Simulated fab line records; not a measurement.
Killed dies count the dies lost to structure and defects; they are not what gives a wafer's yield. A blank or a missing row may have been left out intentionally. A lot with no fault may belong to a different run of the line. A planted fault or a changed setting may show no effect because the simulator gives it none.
Code-filled problem report in 8D (eight disciplines) form || flow sky130 || the parts of the form that need people (team, actions taken, sign-off) are left out

## 1. THE ISSUE
Across 9 wafers from 3 lots, CONTACT_HDPCVD_THK at SKY_CONTACT_THK_MEAS_03 averages 1011 nm, while fault-free wafers read 563 nm with a standard deviation of 4.9. Measured from the usual mean, that is +91 standard deviations.
The first sign was on wafer L377.2 at day 33 11:01, on film metro-04. At this step, 36 wafers from 12 lots have a number in the record. The rule behind "out" and "out of limits": a value lying over 4 standard deviations away from the usual mean. Any other wafer with a number is counted as sound.

## 2. WHAT IT IS, WHAT IT ISN'T
{"question": "which readings at this step", "is": "CONTACT_HDPCVD_THK", "is not": "-"}
{"question": "which lots", "is": "L377, L378, L379", "is not": "L369, L371, L372, L374, L376, L388, L390, L391, L392"}
{"question": "which wafers of those lots", "is": "all that have a number", "is not": "-"}
{"question": "read on which gauges", "is": "film metro-04", "is not": "film metro-01, film metro-03"}
{"question": "when", "is": "from day 33 11:01", "is not": "up to then (15 sound wafers); but 12 sound wafers of L388, L390, L391, L392 came after"}

## 3. THE SUSPECTS, EACH WITH WHAT RULES IT OUT
Counting: any tool at a process step up to the reading is kept as a suspect provided that every lot that is out went through it and no sound lot did after the first of them.
- ruled out: the gauge at SKY_CONTACT_THK_MEAS_03. All the wafers that are out were read on film metro-04, but those of them that SKY_CONTACT_CMP_04 has rows for are out there too, on other tools.
- hdpcvd-01 at SKY_CONTACT_HDPCVD_02 (deposits SiO2, target thk 565 nm, time 94.2 s): ruled out as a lasting fault. Sound lots L388, L390, L391, L392 ran on it after its first lot that is out, L377 (day 33 10:56).
Left after counting: nothing in the record.

## 4. THE CAUSE (what the simulator had put in)
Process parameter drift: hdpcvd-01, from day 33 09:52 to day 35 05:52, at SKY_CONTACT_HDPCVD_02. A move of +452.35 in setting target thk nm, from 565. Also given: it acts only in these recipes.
It was ruled out by counting, in error; the rule expects a fault to strike all lots run on its tool from its start on, and this fault did not.

## 5. THE EFFECT CHAIN, in route order
One row per reading whose mean, taken over the struck wafers that have a number, lies over 3 standard deviations from the usual. Readings are gone through only where the record gives a usual standard deviation; hours: the median, over the lots, of the time from a lot's start at the first step in this table giving one to that lot's start at this step; sigmas: the change measured in usual standard deviations.
{"hours": 0, "step": "SKY_CONTACT_THK_MEAS_03", "reading": "CONTACT_HDPCVD_THK", "usual": "563 nm", "on struck wafers": 1011, "change": "+448", "sigmas": "+91"}
{"hours": 0, "step": "SKY_CONTACT_CMP_04", "reading": "time to endpoint s", "usual": "82 s", "on struck wafers": 246, "change": "+164", "sigmas": "+47"}
Process steps it contains:
- SKY_CONTACT_CMP_04: polishes SiO2.
Later steps that measure or inspect, where all struck wafers having a row at the step show a number for every such reading and not one has moved that far: SKY_CONTACT_CD_MEAS_14.

## 6. HOW IT WOULD HAVE BEEN CAUGHT EARLIER
In this record the first reading out of limits at a measuring or inspecting step was taken at day 33 11:01, 1 hour after the fault began at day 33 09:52.
No tool reading at SKY_CONTACT_HDPCVD_02 that has a usual standard deviation in the record was out on any struck wafer, so an alarm limit of 4 standard deviations on those readings would not have fired.
